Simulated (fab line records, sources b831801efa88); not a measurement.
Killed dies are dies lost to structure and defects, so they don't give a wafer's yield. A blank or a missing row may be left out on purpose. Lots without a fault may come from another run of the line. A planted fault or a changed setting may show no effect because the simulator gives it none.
Chamber matching | flow gf180mcu | GF_V2_CVD_02 on pecvd-03: 3 sister chambers
The step deposits SiO2 from TEOS, target thk 850 nm, time 94.851 s. 6 wafers are shown with their chamber, then 12 later ones without.

WAFERS WITH THEIR CHAMBER
wafer  | chamber | heater_power_w (W)
L085.1 | 1       | 573
L086.2 | 1       | 647
L088.3 | 0       | 795
L088.4 | 2       | 721
L088.5 | 2       | 745
L088.6 | 0       | 640

WAFERS WITHOUT THEIR CHAMBER
wafer  | heater_power_w (W)
L090.2 | 657
L090.3 | 645
L090.6 | 714
L091.1 | 755
L091.4 | 578
L091.5 | 780
L092.1 | 776
L092.4 | 690
L092.6 | 750
L093.1 | 684
L093.2 | 751
L093.3 | 662

WHICH CHAMBER EACH WENT THROUGH
wafer  | from the rows above          | in truth
L090.2 | can't be placed: 1 or 0 or 2 | 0
L090.3 | can't be placed: 1 or 0 or 2 | 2
L090.6 | can't be placed: 0 or 2 or 1 | 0
L091.1 | can't be placed: 2 or 0 or 1 | 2
L091.4 | can't be placed: 1 or 0 or 2 | 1
L091.5 | can't be placed: 2 or 0 or 1 | 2
L092.1 | can't be placed: 2 or 0 or 1 | 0
L092.4 | can't be placed: 0 or 2 or 1 | 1
L092.6 | can't be placed: 2 or 0 or 1 | 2
L093.1 | can't be placed: 0 or 2 or 1 | 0
L093.2 | can't be placed: 2 or 0 or 1 | 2
L093.3 | can't be placed: 1 or 0 or 2 | 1
Placed correctly: 0 of 12. Can't be placed from these rows: 12 (the true chamber is among the candidates in 12). Placed wrongly: 0.
How it was worked out, from the rows above alone: a wafer's distance from a chamber is the root of the sum, over the readings, of the square of ((its reading less the chamber's mean) divided by the reading's scatter). The wafer belongs to the nearest chamber; if the next one is less than 2 further off, it can't be placed. A chamber's mean is the mean of its shown wafers. The scatter: the root of (the sum of the squares of (reading less its chamber's mean) over the shown wafers, divided by (wafers less chambers)).
